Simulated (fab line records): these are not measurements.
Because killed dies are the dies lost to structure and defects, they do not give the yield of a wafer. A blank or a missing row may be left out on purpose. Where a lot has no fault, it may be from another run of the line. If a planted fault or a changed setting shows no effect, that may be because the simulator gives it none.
Which tool did it? || flow sky130 || 24 lots with 72 wafers sampled at 3 steps, on a route of 708 steps

WHAT THE GAUGES SHOWED, per wafer
SKY_VT_ADJUST_NCORE_OVL_MEAS_08. Usual: VT_ADJUST_NCORE_OVL 0.1 nm, standard deviation 1.4.
{"lot": "L074", "measured": "day 8 12:25", "on": "overlay-01", "VT_ADJUST_NCORE_OVL (nm)": "2.1 1.6 1.8", "flag": ""}
{"lot": "L075", "measured": "day 8 19:18", "on": "overlay-01", "VT_ADJUST_NCORE_OVL (nm)": "-0.2 1.9 -1.0", "flag": ""}
{"lot": "L076", "measured": "day 9 05:00", "on": "overlay-01", "VT_ADJUST_NCORE_OVL (nm)": "1.3 -0.1 0.5", "flag": ""}
{"lot": "L077", "measured": "day 9 20:26", "on": "overlay-02", "VT_ADJUST_NCORE_OVL (nm)": "-0.3 -1.4 0.1", "flag": ""}
{"lot": "L078", "measured": "day 9 20:53", "on": "overlay-01", "VT_ADJUST_NCORE_OVL (nm)": "-1.8 -2.3 -1.0", "flag": ""}
{"lot": "L079", "measured": "day 9 21:43", "on": "overlay-01", "VT_ADJUST_NCORE_OVL (nm)": "2.3 3.1 2.1", "flag": ""}
{"lot": "L080", "measured": "day 10 16:34", "on": "overlay-02", "VT_ADJUST_NCORE_OVL (nm)": "0.2 -0.2 0.1", "flag": ""}
{"lot": "L082", "measured": "day 10 19:28", "on": "overlay-02", "VT_ADJUST_NCORE_OVL (nm)": "0.0 -2.4 -2.5", "flag": ""}
{"lot": "L081", "measured": "day 10 20:57", "on": "overlay-02", "VT_ADJUST_NCORE_OVL (nm)": "1.2 -0.5 1.3", "flag": ""}
{"lot": "L083", "measured": "day 11 14:22", "on": "overlay-02", "VT_ADJUST_NCORE_OVL (nm)": "-2.2 -0.1 -0.5", "flag": ""}
{"lot": "L084", "measured": "day 11 14:51", "on": "overlay-01", "VT_ADJUST_NCORE_OVL (nm)": "1.7 2.0 1.8", "flag": ""}
{"lot": "L085", "measured": "day 11 16:40", "on": "overlay-01", "VT_ADJUST_NCORE_OVL (nm)": "-1.7 -0.2 -0.6", "flag": ""}
{"lot": "L086", "measured": "day 11 20:58", "on": "overlay-02", "VT_ADJUST_NCORE_OVL (nm)": "-0.5 1.6 0.0", "flag": ""}
{"lot": "L087", "measured": "day 12 14:33", "on": "overlay-01", "VT_ADJUST_NCORE_OVL (nm)": "-2.4 -1.9 -0.4", "flag": ""}
{"lot": "L088", "measured": "day 12 15:19", "on": "overlay-01", "VT_ADJUST_NCORE_OVL (nm)": "1.7 -0.5 3.2", "flag": ""}
{"lot": "L089", "measured": "day 12 21:24", "on": "overlay-02", "VT_ADJUST_NCORE_OVL (nm)": "-1.8 -0.7 -0.1", "flag": ""}
{"lot": "L090", "measured": "day 13 13:19", "on": "overlay-02", "VT_ADJUST_NCORE_OVL (nm)": "-0.6 -0.3 0.7", "flag": ""}
{"lot": "L091", "measured": "day 13 17:04", "on": "overlay-01", "VT_ADJUST_NCORE_OVL (nm)": "1.7 0.4 0.2", "flag": ""}
{"lot": "L092", "measured": "day 13 22:24", "on": "overlay-02", "VT_ADJUST_NCORE_OVL (nm)": "-0.7 -1.8 -1.5", "flag": ""}
{"lot": "L093", "measured": "day 14 17:19", "on": "overlay-01", "VT_ADJUST_NCORE_OVL (nm)": "-1.1 -0.5 -0.7", "flag": ""}
{"lot": "L094", "measured": "day 14 18:28", "on": "overlay-02", "VT_ADJUST_NCORE_OVL (nm)": "2.3 2.4 1.6", "flag": ""}
{"lot": "L095", "measured": "day 14 20:22", "on": "overlay-01", "VT_ADJUST_NCORE_OVL (nm)": "0.7 2.0 3.0", "flag": ""}
{"lot": "L096", "measured": "day 14 22:40", "on": "overlay-01", "VT_ADJUST_NCORE_OVL (nm)": "-0.2 1.4 0.7", "flag": ""}
{"lot": "L097", "measured": "day 15 19:39", "on": "overlay-01", "VT_ADJUST_NCORE_OVL (nm)": "-0.9 -0.1 1.8", "flag": ""}

SKY_VIA1_THK_MEAS_01. Usual: VIA1_HDPCVD_THK 1031 nm, standard deviation 10.
{"lot": "L074", "measured": "day 33 03:09", "on": "film_metro-02", "VIA1_HDPCVD_THK (nm)": "1041 1018 1024", "flag": ""}
{"lot": "L075", "measured": "day 33 05:29", "on": "film_metro-03", "VIA1_HDPCVD_THK (nm)": "1036 1043 1036", "flag": ""}
{"lot": "L076", "measured": "day 33 15:16", "on": "film_metro-02", "VIA1_HDPCVD_THK (nm)": "1021 1037 1032", "flag": ""}
{"lot": "L077", "measured": "day 33 23:04", "on": "film_metro-03", "VIA1_HDPCVD_THK (nm)": "1018 1040 1035", "flag": ""}
{"lot": "L078", "measured": "day 34 05:25", "on": "film_metro-03", "VIA1_HDPCVD_THK (nm)": "1026 1042 1042", "flag": ""}
{"lot": "L079", "measured": "day 34 07:38", "on": "film_metro-04", "VIA1_HDPCVD_THK (nm)": "1003 1015 1014", "flag": ""}
{"lot": "L080", "measured": "day 35 07:13", "on": "film_metro-03", "VIA1_HDPCVD_THK (nm)": "1024 1022 1032", "flag": ""}
{"lot": "L082", "measured": "day 35 09:59", "on": "film_metro-03", "VIA1_HDPCVD_THK (nm)": "1027 1034 1024", "flag": ""}
{"lot": "L081", "measured": "day 35 10:02", "on": "film_metro-02", "VIA1_HDPCVD_THK (nm)": "1034 1036 1028", "flag": ""}
{"lot": "L083", "measured": "day 36 01:11", "on": "film_metro-03", "VIA1_HDPCVD_THK (nm)": "1028 1035 1041", "flag": ""}
{"lot": "L084", "measured": "day 36 09:08", "on": "film_metro-03", "VIA1_HDPCVD_THK (nm)": "1035 1034 1038", "flag": ""}
{"lot": "L085", "measured": "day 36 07:38", "on": "film_metro-03", "VIA1_HDPCVD_THK (nm)": "1040 1027 1045", "flag": ""}
{"lot": "L086", "measured": "day 36 11:56", "on": "film_metro-04", "VIA1_HDPCVD_THK (nm)": "1035 1031 1026", "flag": ""}
{"lot": "L087", "measured": "day 37 06:38", "on": "film_metro-02", "VIA1_HDPCVD_THK (nm)": "1038 1031 1032", "flag": ""}
{"lot": "L088", "measured": "day 37 07:37", "on": "film_metro-02", "VIA1_HDPCVD_THK (nm)": "1068 1041 1030", "flag": ""}
{"lot": "L089", "measured": "day 37 13:35", "on": "film_metro-03", "VIA1_HDPCVD_THK (nm)": "1024 1013 1023", "flag": ""}
{"lot": "L090", "measured": "day 38 03:08", "on": "film_metro-02", "VIA1_HDPCVD_THK (nm)": "1024 1028 1038", "flag": ""}
{"lot": "L091", "measured": "day 38 06:58", "on": "film_metro-04", "VIA1_HDPCVD_THK (nm)": "1036 1027 1027", "flag": ""}
{"lot": "L092", "measured": "day 38 14:33", "on": "film_metro-04", "VIA1_HDPCVD_THK (nm)": "1032 1021 1037", "flag": ""}
{"lot": "L093", "measured": "day 39 07:41", "on": "film_metro-03", "VIA1_HDPCVD_THK (nm)": "1032 1019 1036", "flag": ""}
{"lot": "L094", "measured": "day 39 08:27", "on": "film_metro-02", "VIA1_HDPCVD_THK (nm)": "1030 1027 1012", "flag": ""}
{"lot": "L095", "measured": "day 39 10:47", "on": "film_metro-04", "VIA1_HDPCVD_THK (nm)": "1036 1048 1046", "flag": ""}
{"lot": "L096", "measured": "day 39 15:06", "on": "film_metro-03", "VIA1_HDPCVD_THK (nm)": "1036 1036 1032", "flag": ""}
{"lot": "L097", "measured": "day 40 09:26", "on": "film_metro-02", "VIA1_HDPCVD_THK (nm)": "1022 1039 1025", "flag": ""}

WHAT TOOL EACH LOT RAN ON (gives the tool, then ch and the chambers of the sampled wafers, and finally the start)
{"lot": "L074", "SKY_CONTACT_CVD_00": "pecvd-01 ch 0,1,2, day 30 17:15"}
{"lot": "L075", "SKY_CONTACT_CVD_00": "pecvd-04 ch 0,1, day 30 18:20"}
{"lot": "L076", "SKY_CONTACT_CVD_00": "pecvd-01 ch 0,1,2, day 31 06:20"}
{"lot": "L077", "SKY_CONTACT_CVD_00": "pecvd-03 ch 1,2, day 31 12:41"}
{"lot": "L078", "SKY_CONTACT_CVD_00": "pecvd-01 ch 1,2, day 31 20:11"}
{"lot": "L079", "SKY_CONTACT_CVD_00": "pecvd-04 ch 0,2, day 31 22:38"}
{"lot": "L080", "SKY_CONTACT_CVD_00": "pecvd-03 ch 0,1,2, day 32 23:23"}
{"lot": "L082", "SKY_CONTACT_CVD_00": "pecvd-01 ch 0,2, day 33 00:05"}
{"lot": "L081", "SKY_CONTACT_CVD_00": "pecvd-04 ch 1,2, day 33 01:17"}
{"lot": "L083", "SKY_CONTACT_CVD_00": "pecvd-04 ch 0,1,2, day 33 16:37"}
{"lot": "L084", "SKY_CONTACT_CVD_00": "pecvd-04 ch 0,1,2, day 34 00:29"}
{"lot": "L085", "SKY_CONTACT_CVD_00": "pecvd-03 ch 1,2, day 33 23:11"}
{"lot": "L086", "SKY_CONTACT_CVD_00": "pecvd-01 ch 1,2, day 34 03:47"}
{"lot": "L087", "SKY_CONTACT_CVD_00": "pecvd-01 ch 0,2, day 34 22:07"}
{"lot": "L088", "SKY_CONTACT_CVD_00": "pecvd-03 ch 1,2, day 34 22:54"}
{"lot": "L089", "SKY_CONTACT_CVD_00": "pecvd-01 ch 0,2, day 35 05:26"}
{"lot": "L090", "SKY_CONTACT_CVD_00": "pecvd-04 ch 0,1, day 35 19:22"}
{"lot": "L091", "SKY_CONTACT_CVD_00": "pecvd-03 ch 1,2, day 35 22:57"}
{"lot": "L092", "SKY_CONTACT_CVD_00": "pecvd-03 ch 1,2, day 36 06:31"}
{"lot": "L093", "SKY_CONTACT_CVD_00": "pecvd-04 ch 1,2, day 37 00:13"}
{"lot": "L094", "SKY_CONTACT_CVD_00": "pecvd-01 ch 0,1,2, day 37 01:04"}
{"lot": "L095", "SKY_CONTACT_CVD_00": "pecvd-03 ch 1,2, day 37 05:32"}
{"lot": "L096", "SKY_CONTACT_CVD_00": "pecvd-04 ch 0,2, day 37 07:31"}
{"lot": "L097", "SKY_CONTACT_CVD_00": "pecvd-04 ch 0,1, day 38 03:33"}
- SKY_CONTACT_CVD_00: deposits Si3N4, target thk 75 nm.

WHAT THE TOOLS THEMSELVES READ (means of the sampled wafers that have a number; where no wafer has one, the mark that the record gives instead)
SKY_CONTACT_CVD_00. Usual: heater_power_w at 722 W, with a standard deviation of 62.
{"lot": "L074", "tool": "pecvd-01", "heater_power_w (W)": 736, "flag": ""}
{"lot": "L075", "tool": "pecvd-04", "heater_power_w (W)": 712, "flag": ""}
{"lot": "L076", "tool": "pecvd-01", "heater_power_w (W)": 720, "flag": ""}
{"lot": "L077", "tool": "pecvd-03", "heater_power_w (W)": 672, "flag": ""}
{"lot": "L078", "tool": "pecvd-01", "heater_power_w (W)": 739, "flag": ""}
{"lot": "L079", "tool": "pecvd-04", "heater_power_w (W)": 732, "flag": ""}
{"lot": "L080", "tool": "pecvd-03", "heater_power_w (W)": 727, "flag": ""}
{"lot": "L082", "tool": "pecvd-01", "heater_power_w (W)": 756, "flag": ""}
{"lot": "L081", "tool": "pecvd-04", "heater_power_w (W)": 735, "flag": ""}
{"lot": "L083", "tool": "pecvd-04", "heater_power_w (W)": 725, "flag": ""}
{"lot": "L084", "tool": "pecvd-04", "heater_power_w (W)": 709, "flag": ""}
{"lot": "L085", "tool": "pecvd-03", "heater_power_w (W)": 708, "flag": ""}
{"lot": "L086", "tool": "pecvd-01", "heater_power_w (W)": 669, "flag": ""}
{"lot": "L087", "tool": "pecvd-01", "heater_power_w (W)": 761, "flag": ""}
{"lot": "L088", "tool": "pecvd-03", "heater_power_w (W)": 657, "flag": ""}
{"lot": "L089", "tool": "pecvd-01", "heater_power_w (W)": 746, "flag": ""}
{"lot": "L090", "tool": "pecvd-04", "heater_power_w (W)": 643, "flag": ""}
{"lot": "L091", "tool": "pecvd-03", "heater_power_w (W)": 674, "flag": ""}
{"lot": "L092", "tool": "pecvd-03", "heater_power_w (W)": 635, "flag": ""}
{"lot": "L093", "tool": "pecvd-04", "heater_power_w (W)": 699, "flag": ""}
{"lot": "L094", "tool": "pecvd-01", "heater_power_w (W)": 792, "flag": ""}
{"lot": "L095", "tool": "pecvd-03", "heater_power_w (W)": 715, "flag": ""}
{"lot": "L096", "tool": "pecvd-04", "heater_power_w (W)": 646, "flag": ""}
{"lot": "L097", "tool": "pecvd-04", "heater_power_w (W)": 720, "flag": ""}

THE ANSWER, worked out from the rows above alone
Rule: a lot is off if the mean of its wafers that have a number lies more than 3 standard deviations from the usual mean. A lot without any number at a reading at which 4 lots or more have one is off too. All remaining lots with rows at the step are treated as sound. After the gauges, taken in route order, come the tools' own readings; for these a lot's mean is taken, as printed above. The first step at which some lot is off is used, and at that step the reading that is off furthest; a lot without a number counts as furthest.
No lot is off on any of the readings shown, so nothing can be concluded from this.

WHAT HAD BEEN PUT IN BY THE SIMULATOR
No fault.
